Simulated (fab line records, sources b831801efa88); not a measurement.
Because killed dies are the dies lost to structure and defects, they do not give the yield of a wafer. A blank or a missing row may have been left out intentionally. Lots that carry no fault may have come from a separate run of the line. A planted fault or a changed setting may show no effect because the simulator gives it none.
Comparing a struck lot with a sound one + flow sky130 + 16 steps out of a route of 708
Sound: wafers L258.2, L258.4, L258.6. The struck wafers were L246.4, L246.5, L246.6. The cause is given at the end.
Per side, at each step with rows, come the tool, then ch with its chambers, and then its first start. Under that, the readings that differ: sound wafers + struck wafers + difference of the means + sigmas: that difference in standard deviations of wafers without a fault.
alike: same words and numbers on both sides, and readings whose means sit less than 2 such deviations apart. not compared: any withheld reading, any reading some wafer has no value for, any bound like >300 that may hide the same value, and any number with overlapping values for which the record gives no deviation.
A row with sigmas, a row that says differs or no value, or rows on one side alone: a step with any of these is where the two part. Non-overlapping numbers with no deviation appear without sigmas and do not part them. A reading that every wafer of one side lacks parts them only if that side has two wafers or more.

SKY_LI_CONTACT_BOW_MEAS_03:
  sound on filmMetro-04 at day 32 10:32; struck on filmMetro-04 at day 28 08:44
| reading             | sound    | struck   | difference | sigmas |
|---------------------|----------|----------|------------|--------|
| LI_CONTACT_BOW (um) | 51 50 59 | 73 74 66 | +18        | +3     |
then, 8 steps without rows for these wafers: SKY_LI_CONTACT_DEHYDRATE_04 (time 60 s); SKY_LI_CONTACT_HMDS_05 (prime time 60 s); SKY_LI_CONTACT_COAT_06 (resist thk 60 nm); SKY_LI_CONTACT_COAT_07 (resist thk 450 nm); SKY_LI_CONTACT_SOFTBAKE_08 (time 90 s); SKY_LI_CONTACT_EXPOSE_09 (exposes mask LICM1, target cd 170 nm); SKY_LI_CONTACT_PEB_10; SKY_LI_CONTACT_DEVELOP_11 (develop time 60 s).
SKY_LI_CONTACT_CD_MEAS_12: target cd 170 nm.
  sound on cdSem-02 at day 33 13:59; struck on cdSem-01 at day 29 12:13
| reading   | sound             | struck            | difference | sigmas |
|-----------|-------------------|-------------------|------------|--------|
| cdNm (nm) | 169.4 169.5 169.0 | 174.7 172.0 172.6 | +3.8       | +2     |
SKY_LI_CONTACT_OVL_MEAS_13:
  sound on overlay-02 at day 33 14:06; struck on overlay-01 at day 29 12:18
  alike: LI_CONTACT_OVL
SKY_LI_CONTACT_ETCH_14: etches BARC in N2/H2, stops on SiO2, time 45.9 s, target depth 60 nm.
  sound on rieDiel-01 ch 0,1,3, day 33 14:08; struck on rieDiel-03 ch 2,3, day 29 12:19
| reading              | sound                | struck               | difference | sigmas |
|----------------------|----------------------|----------------------|------------|--------|
| throttleValvePct (%) | 13.213 13.211 13.208 | 13.223 13.240 13.231 | +0.021     | +2     |
  alike: biasW, chamberPressureMTorr, drypumpMotorCurrentA, oesProductAu
  not compared: rfHoursCounterH
SKY_LI_CONTACT_ETCH_15: etches PSG in C4F8/O2/Ar, stops on Si, target depth 600 nm.
  sound on rieDiel-01 ch 0,1,3, day 33 14:10; struck on rieDiel-03 ch 2,3, day 29 12:22
  no value came back on the struck wafers for biasW (W), chamberPressureMTorr (mTorr), oesProductAu (a.u.); on the sound wafers biasW (W) reads 1200 1198 1203
| reading                                          | sound           | struck            | difference | sigmas |
|--------------------------------------------------|-----------------|-------------------|------------|--------|
| model.KrF-thick_of_LI_CONTACT_COAT_07.thkNm (nm) | 228.2 232.9 236 | 390.5 392.1 392.1 | +159.2     |        |
SKY_LI_CONTACT_STRIP_16: strips in O2/N2.
  sound on plasmaAsher-03 ch 0,1, day 33 14:15; struck on plasmaAsher-04 ch 0,1, day 29 12:29
| reading                  | sound             | struck            | difference | sigmas |
|--------------------------|-------------------|-------------------|------------|--------|
| oesProductAu (a.u.)      | 0.372 0.384 0.378 | 0.453 0.449 0.449 | +0.072     | +15    |
| stripTimeToEndpointS (s) | 3.45 3.52 3.55    | 5.18 5.19 5.20    | +1.68      | +51    |
  alike: drypumpMotorCurrentA
  not compared: rfHoursCounterH
then, 1 step without rows for these wafers: SKY_LI_CONTACT_CLEAN_17 (cleans in NMP, time 600 s).
-- record jumps: 16 days separate the struck wafers' starts on either side; left off in module LI_CONTACT, taken up again in module PAD_OPEN, whose first shown step is the route's number 708 --
SKY_PAD_OPEN_PROBE_99:
  sound on prober-01 at day 48 23:37; struck on prober-01 at day 45 22:11
| reading          | sound     | struck      | difference | sigmas |
|------------------|-----------|-------------|------------|--------|
| killedAtContacts | 25 12 26  | 431 416 418 | +401       | +77    |
| killedDies       | 88 83 102 | 492 492 492 | +401       | +42    |
| killedOnRim      | 15 14 17  | 96 96 96    | +81        | +21    |
  alike: killed_at_M0_to_M3, killed_at_M4_up, killedAtFrontEnd, killedAtOther, killedOpen, killedShort

== WHERE THEY PART ==
Earliest at SKY_LI_CONTACT_BOW_MEAS_03; latest, in this record, at SKY_PAD_OPEN_PROBE_99.

WHY: what had been put in by the simulator
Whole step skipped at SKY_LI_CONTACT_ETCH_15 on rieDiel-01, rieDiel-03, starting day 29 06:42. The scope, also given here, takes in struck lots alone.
